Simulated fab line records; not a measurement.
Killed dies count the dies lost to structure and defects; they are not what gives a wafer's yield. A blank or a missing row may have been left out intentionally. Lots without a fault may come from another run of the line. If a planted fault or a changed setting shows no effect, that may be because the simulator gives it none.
Which tool was responsible? :: flow gf180mcu :: Sampling: 14 lots, 42 wafers, 4 of 602 route steps

WHAT THE GAUGES SHOWED, per wafer
GF_LVPWELL_OVL_MEAS_07.
lot: L139
measured: day 3 22:52
on: overlay-02
LVPWELL_OVL (nm): -1.8 -0.4 -1.6

lot: L140
measured: day 4 02:10
on: overlay-02
LVPWELL_OVL (nm): 1.3 -1.1 -1.0

lot: L141
measured: day 4 07:01
on: overlay-02
LVPWELL_OVL (nm): -1.1 0.5 0.2

lot: L143
measured: day 4 18:46
on: overlay-02
LVPWELL_OVL (nm): 1.2 1.0 -0.2

lot: L144
measured: day 5 00:10
on: overlay-02
LVPWELL_OVL (nm): 1.5 -0.1 1.0

lot: L148
measured: day 5 23:22
on: overlay-02
LVPWELL_OVL (nm): -0.8 1.9 -1.4

lot: L149
measured: day 6 03:49
on: overlay-01
LVPWELL_OVL (nm): 1.3 -1.0 1.5

lot: L155
measured: day 7 13:45
on: overlay-01
LVPWELL_OVL (nm): 0.7 0.4 -1.2

lot: L157
measured: day 8 01:33
on: overlay-02
LVPWELL_OVL (nm): 0.7 0.4 0.6

lot: L158
measured: day 8 08:31
on: overlay-02
LVPWELL_OVL (nm): -1.6 -0.1 -1.5

lot: L159
measured: day 8 12:51
on: overlay-01
LVPWELL_OVL (nm): -0.3 -0.5 0.1

lot: L160
measured: day 8 20:08
on: overlay-01
LVPWELL_OVL (nm): -1.3 -0.9 -1.9

lot: L161
measured: day 9 01:38
on: overlay-01
LVPWELL_OVL (nm): -4.2 -3.1 -3.1

lot: L162
measured: day 9 06:43
on: overlay-01
LVPWELL_OVL (nm): -1.9 0.0 -0.6

GF_MVSD_OVL_MEAS_07.
lot: L139
measured: day 4 12:58
on: overlay-01
MVSD_OVL (nm): -0.3 -0.5 -0.1

lot: L140
measured: day 4 15:47
on: overlay-02
MVSD_OVL (nm): 1.1 0.6 2.6

lot: L141
measured: day 4 21:04
on: overlay-01
MVSD_OVL (nm): -1.7 1.5 -0.1

lot: L143
measured: day 5 09:02
on: overlay-01
MVSD_OVL (nm): 1.6 -2.0 -2.0

lot: L144
measured: day 5 14:32
on: overlay-02
MVSD_OVL (nm): -0.2 0.7 0.5

lot: L148
measured: day 6 14:35
on: overlay-01
MVSD_OVL (nm): -1.6 -1.4 1.1

lot: L149
measured: day 6 19:32
on: overlay-01
MVSD_OVL (nm): 0.8 1.5 0.5

lot: L155
measured: day 8 06:58
on: overlay-02
MVSD_OVL (nm): 0.8 0.4 0.5

lot: L157
measured: day 8 18:20
on: overlay-02
MVSD_OVL (nm): 2.1 0.1 0.1

lot: L158
measured: day 9 01:56
on: overlay-02
MVSD_OVL (nm): 1.0 1.9 -0.9

lot: L159
measured: day 9 06:04
on: overlay-02
MVSD_OVL (nm): 0.4 1.2 -0.4

lot: L160
measured: day 9 13:20
on: overlay-02
MVSD_OVL (nm): 1.2 2.9 0.8

lot: L161
measured: day 9 18:56
on: overlay-01
MVSD_OVL (nm): 1.0 1.6 2.5

lot: L162
measured: day 10 00:10
on: overlay-01
MVSD_OVL (nm): -0.3 -0.4 1.0

GF_POLY_GATE_THK_MEAS_01.
lot: L139
measured: day 8 15:30
on: filmMetro-04
POLY_GATE_CVD_00_THK (nm): 198.9 200.6 200.5

lot: L140
measured: day 8 17:47
on: filmMetro-03
POLY_GATE_CVD_00_THK (nm): 197.2 197.3 197.1

lot: L141
measured: day 9 01:35
on: filmMetro-04
POLY_GATE_CVD_00_THK (nm): 202.9 202.5 203.1

lot: L143
measured: day 9 14:47
on: filmMetro-03
POLY_GATE_CVD_00_THK (nm): 200.5 200.6 201.1

lot: L144
measured: day 9 22:53
on: filmMetro-03
POLY_GATE_CVD_00_THK (nm): 198.5 200.5 197.6

lot: L148
measured: day 11 02:08
on: filmMetro-04
POLY_GATE_CVD_00_THK (nm): 196.2 196.6 197.2

lot: L149
measured: day 11 07:12
on: filmMetro-01
POLY_GATE_CVD_00_THK (nm): 198.2 199.3 199.6

lot: L155
measured: day 13 03:16
on: filmMetro-01
POLY_GATE_CVD_00_THK (nm): 198.2 198.8 198.1

lot: L157
measured: day 13 14:47
on: filmMetro-03
POLY_GATE_CVD_00_THK (nm): 201.0 199.9 199.8

lot: L158
measured: day 14 03:15
on: filmMetro-04
POLY_GATE_CVD_00_THK (nm): 195.9 197.1 196.1

lot: L159
measured: day 14 06:01
on: filmMetro-04
POLY_GATE_CVD_00_THK (nm): 204.1 202.9 201.1

lot: L160
measured: day 14 14:44
on: filmMetro-01
POLY_GATE_CVD_00_THK (nm): 200.8 200.6 200.4

lot: L161
measured: day 15 00:56
on: filmMetro-03
POLY_GATE_CVD_00_THK (nm): 201.8 202.5 202.6

lot: L162
measured: day 15 07:26
on: filmMetro-04
POLY_GATE_CVD_00_THK (nm): 202.4 204.2 199.7

WHAT TOOL EACH LOT RAN ON (gives the tool, then ch and the chambers of the sampled wafers, and finally the start)
lot: L139
GF_VT_IMPLANT_CLEAN_44: wetBench-02 ch 0, day 7 17:01

lot: L140
GF_VT_IMPLANT_CLEAN_44: wetBench-04 ch 1, day 7 19:55

lot: L141
GF_VT_IMPLANT_CLEAN_44: wetBench-04 ch 3, day 8 01:31

lot: L143
GF_VT_IMPLANT_CLEAN_44: wetBench-04 ch 1, day 8 15:40

lot: L144
GF_VT_IMPLANT_CLEAN_44: wetBench-02 ch 0, day 8 22:10

lot: L148
GF_VT_IMPLANT_CLEAN_44: wetBench-01 ch 2, day 10 02:31

lot: L149
GF_VT_IMPLANT_CLEAN_44: wetBench-04 ch 0, day 10 07:21

lot: L155
GF_VT_IMPLANT_CLEAN_44: wetBench-04 ch 1, day 12 00:37

lot: L157
GF_VT_IMPLANT_CLEAN_44: wetBench-02 ch 0, day 12 13:57

lot: L158
GF_VT_IMPLANT_CLEAN_44: wetBench-04 ch 3, day 13 00:12

lot: L159
GF_VT_IMPLANT_CLEAN_44: wetBench-01 ch 0, day 13 02:28

lot: L160
GF_VT_IMPLANT_CLEAN_44: wetBench-02 ch 2, day 13 11:51

lot: L161
GF_VT_IMPLANT_CLEAN_44: wetBench-02 ch 1, day 13 19:58

lot: L162
GF_VT_IMPLANT_CLEAN_44: wetBench-04 ch 3, day 13 23:27
- GF_VT_IMPLANT_CLEAN_44: cleans in SC1/SC2, time 150 s.

AS READ BY THE TOOLS THEMSELVES (means over the sampled wafers that have a number; for cases with no such wafer, the mark the record gives instead)
GF_VT_IMPLANT_CLEAN_44.
lot: L139
tool: wetBench-02
bathGuardTempC (C): 70.3
bathHeatDutyPct (%): 14.2

lot: L140
tool: wetBench-04
bathGuardTempC (C): 70.5
bathHeatDutyPct (%): 16.4

lot: L141
tool: wetBench-04
bathGuardTempC (C): 69.9
bathHeatDutyPct (%): 13.9

lot: L143
tool: wetBench-04
bathGuardTempC (C): 70.5
bathHeatDutyPct (%): 16.7

lot: L144
tool: wetBench-02
bathGuardTempC (C): 70.4
bathHeatDutyPct (%): 14.7

lot: L148
tool: wetBench-01
bathGuardTempC (C): -
bathHeatDutyPct (%): -

lot: L149
tool: wetBench-04
bathGuardTempC (C): -
bathHeatDutyPct (%): -

lot: L155
tool: wetBench-04
bathGuardTempC (C): 70.3
bathHeatDutyPct (%): 17.0

lot: L157
tool: wetBench-02
bathGuardTempC (C): 70.3
bathHeatDutyPct (%): 14.7

lot: L158
tool: wetBench-04
bathGuardTempC (C): 69.8
bathHeatDutyPct (%): 14.3

lot: L159
tool: wetBench-01
bathGuardTempC (C): 70.0
bathHeatDutyPct (%): 11.7

lot: L160
tool: wetBench-02
bathGuardTempC (C): 69.7
bathHeatDutyPct (%): 14.0

lot: L161
tool: wetBench-02
bathGuardTempC (C): 70.2
bathHeatDutyPct (%): 19.0

lot: L162
tool: wetBench-04
bathGuardTempC (C): 69.7
bathHeatDutyPct (%): 14.0

THE ANSWER, worked out from the rows above alone
Rule: the lots themselves supply what counts as usual. Put in order of their means at a reading, lots are off if they are a third of the lots or fewer, leave a main group of 4 or more, and stand apart from it by a gap of 3 or more times the standard deviation of the main group's means; of several such gaps the widest counts. If all means in a main group match to the digits the tables above print for the reading, that group is not used. Also off: a lot with no number at a reading for which 4 or more lots have one. Where the step has rows for the other lots, those lots are counted as sound. The gauges are gone through in route order, then the tools' own readings, and for those a lot's mean is taken as printed above. At the first step where some lot is off, the reading lying furthest off is the one used; lots without a number count as furthest.
Off, at GF_VT_IMPLANT_CLEAN_44 on bathGuardTempC: L148, L149. Without a number there: L148, L149. Main group: mean 70.1 C, sd 0.29.
If a tool, at that step or one of the process steps before it, ran each lot that is off and ran no sound lot following the first of them, it fits. No candidate that was tried fits.

WHAT THE SIMULATOR HAD PUT IN
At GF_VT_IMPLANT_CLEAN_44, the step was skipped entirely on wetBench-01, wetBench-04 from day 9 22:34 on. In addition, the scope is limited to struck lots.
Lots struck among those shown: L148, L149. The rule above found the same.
